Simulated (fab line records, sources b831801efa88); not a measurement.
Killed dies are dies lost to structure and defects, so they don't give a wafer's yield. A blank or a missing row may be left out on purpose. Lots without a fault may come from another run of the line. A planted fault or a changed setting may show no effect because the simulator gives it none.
Chamber matching | flow gf180mcu | GF_V4_CVD_02 on pecvd-04: 3 sister chambers
The step deposits SiO2 from TEOS, target thk 850 nm, time 94.851 s. 6 wafers are shown with their chamber, then 11 later ones without.

WAFERS WITH THEIR CHAMBER
wafer  | chamber | heater_power_w (W)
L082.6 | 0       | 808
L084.4 | 2       | 779
L084.5 | 0       | 763
L087.4 | 2       | 810
L087.6 | 1       | 795
L088.3 | 1       | 755

WAFERS WITHOUT THEIR CHAMBER
wafer  | heater_power_w (W)
L088.4 | 788
L088.5 | 660
L093.1 | 822
L093.2 | 694
L093.3 | 719
L093.4 | 727
L093.5 | 775
L093.6 | 647
L096.4 | 820
L096.5 | 790
L096.6 | 687

WHICH CHAMBER EACH WENT THROUGH
wafer  | from the rows above          | in truth
L088.4 | can't be placed: 0 or 2 or 1 | 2
L088.5 | can't be placed: 1 or 0 or 2 | 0
L093.1 | can't be placed: 2 or 0 or 1 | 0
L093.2 | can't be placed: 1 or 0 or 2 | 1
L093.3 | can't be placed: 1 or 0 or 2 | 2
L093.4 | can't be placed: 1 or 0 or 2 | 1
L093.5 | can't be placed: 1 or 0 or 2 | 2
L093.6 | can't be placed: 1 or 0 or 2 | 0
L096.4 | can't be placed: 2 or 0 or 1 | 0
L096.5 | can't be placed: 0 or 2 or 1 | 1
L096.6 | can't be placed: 1 or 0 or 2 | 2
Placed correctly: 0 of 11. Can't be placed from these rows: 11 (the true chamber is among the candidates in 11). Placed wrongly: 0.
How it was worked out, from the rows above alone: a wafer's distance from a chamber is the root of the sum, over the readings, of the square of ((its reading less the chamber's mean) divided by the reading's scatter). The wafer belongs to the nearest chamber; if the next one is less than 2 further off, it can't be placed. A chamber's mean is the mean of its shown wafers. The scatter: the root of (the sum of the squares of (reading less its chamber's mean) over the shown wafers, divided by (wafers less chambers)).
